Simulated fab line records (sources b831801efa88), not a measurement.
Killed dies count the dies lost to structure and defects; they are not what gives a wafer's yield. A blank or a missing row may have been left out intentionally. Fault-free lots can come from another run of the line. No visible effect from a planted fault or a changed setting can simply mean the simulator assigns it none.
Which tool did it? / flow gf180mcu / 12 lots with 36 wafers sampled at 2 steps, on a route of 602 steps

WHAT THE GAUGES SHOWED, per wafer
GF_POLY_GATE_THK_MEAS_01. Usual: POLY_GATE_CVD_00_THK 200.3 nm, standard deviation 2.3.
lot=L166; measured=day 8 11:26; on=film-metro-03; POLY_GATE_CVD_00_THK (nm)=199.6 200.8 199.3; flag=
lot=L167; measured=day 8 17:08; on=film-metro-04; POLY_GATE_CVD_00_THK (nm)=198.5 197.8 197.6; flag=
lot=L168; measured=day 9 00:52; on=film-metro-03; POLY_GATE_CVD_00_THK (nm)=197.2 197.7 198.9; flag=
lot=L169; measured=day 9 13:14; on=film-metro-04; POLY_GATE_CVD_00_THK (nm)=199.5 199.4 200.8; flag=
lot=L170; measured=day 9 18:51; on=film-metro-01; POLY_GATE_CVD_00_THK (nm)=196.9 195.4 196.2; flag=
lot=L171; measured=day 10 01:19; on=film-metro-01; POLY_GATE_CVD_00_THK (nm)=196.0 200.4 198.9; flag=
lot=L172; measured=day 10 10:23; on=film-metro-04; POLY_GATE_CVD_00_THK (nm)=200.1 200.1 198.4; flag=
lot=L173; measured=day 10 13:13; on=film-metro-03; POLY_GATE_CVD_00_THK (nm)=202.9 202.5 203.7; flag=
lot=L178; measured=day 12 02:50; on=film-metro-03; POLY_GATE_CVD_00_THK (nm)=199.0 200.5 198.6; flag=
lot=L184; measured=day 13 20:47; on=film-metro-01; POLY_GATE_CVD_00_THK (nm)=200.7 200.2 200.1; flag=
lot=L186; measured=day 14 08:34; on=film-metro-04; POLY_GATE_CVD_00_THK (nm)=199.7 200.6 200.2; flag=
lot=L187; measured=day 14 17:16; on=film-metro-01; POLY_GATE_CVD_00_THK (nm)=202.5 204.0 204.5; flag=

GF_POLY_GATE_THK_MEAS_17. Usual: POLY_GATE_OXIDATION_THK 4.00 nm, standard deviation 0.072.
lot=L166; measured=day 9 06:13; on=film-metro-03; POLY_GATE_OXIDATION_THK (nm)=3.96 3.89 3.85; flag=
lot=L167; measured=day 9 12:04; on=film-metro-03; POLY_GATE_OXIDATION_THK (nm)=4.06 4.16 4.02; flag=
lot=L168; measured=day 9 20:46; on=film-metro-01; POLY_GATE_OXIDATION_THK (nm)=3.92 3.82 3.88; flag=
lot=L169; measured=day 10 08:58; on=film-metro-03; POLY_GATE_OXIDATION_THK (nm)=4.11 3.98 3.99; flag=
lot=L170; measured=day 10 14:55; on=film-metro-01; POLY_GATE_OXIDATION_THK (nm)=4.10 3.93 3.96; flag=
lot=L171; measured=day 10 21:46; on=film-metro-01; POLY_GATE_OXIDATION_THK (nm)=3.96 3.95 3.95; flag=
lot=L172; measured=day 11 07:46; on=film-metro-01; POLY_GATE_OXIDATION_THK (nm)=3.90 3.99 3.85; flag=
lot=L173; measured=day 11 09:47; on=film-metro-01; POLY_GATE_OXIDATION_THK (nm)=3.96 3.94 3.99; flag=
lot=L178; measured=day 13 00:19; on=film-metro-03; POLY_GATE_OXIDATION_THK (nm)=4.07 4.07 4.12; flag=
lot=L184; measured=day 14 19:42; on=film-metro-01; POLY_GATE_OXIDATION_THK (nm)=3.91 4.03 4.02; flag=
lot=L186; measured=day 15 08:21; on=film-metro-01; POLY_GATE_OXIDATION_THK (nm)=3.90 3.90 3.93; flag=
lot=L187; measured=day 15 18:20; on=film-metro-04; POLY_GATE_OXIDATION_THK (nm)=3.95 3.98 3.96; flag=

TOOL THAT RAN EACH LOT (tool first, then ch and the chambers of the sampled wafers, then the start)
The record shows no process step preceding these readings.

AS READ BY THE TOOLS THEMSELVES (means over the sampled wafers that have a number; for cases with no such wafer, the mark the record gives instead)
The record holds no such reading with a usual standard deviation.

THE ANSWER, worked out from the rows above alone
Rule: a lot counts as off when the mean over its wafers that have a number is more than 3 standard deviations away from the usual mean. A lot without any number at a reading at which 4 lots or more have one is off too. The other lots that the step has rows for count as sound. First the gauges in route order, then the tools' own readings, where a lot's mean is used as printed above. The first step at which some lot is off is used, and at that step the reading that is off furthest; a lot without a number counts as furthest.
Nothing can be told from this: no lot is off at any reading shown.

WHAT HAD BEEN PUT IN BY THE SIMULATOR
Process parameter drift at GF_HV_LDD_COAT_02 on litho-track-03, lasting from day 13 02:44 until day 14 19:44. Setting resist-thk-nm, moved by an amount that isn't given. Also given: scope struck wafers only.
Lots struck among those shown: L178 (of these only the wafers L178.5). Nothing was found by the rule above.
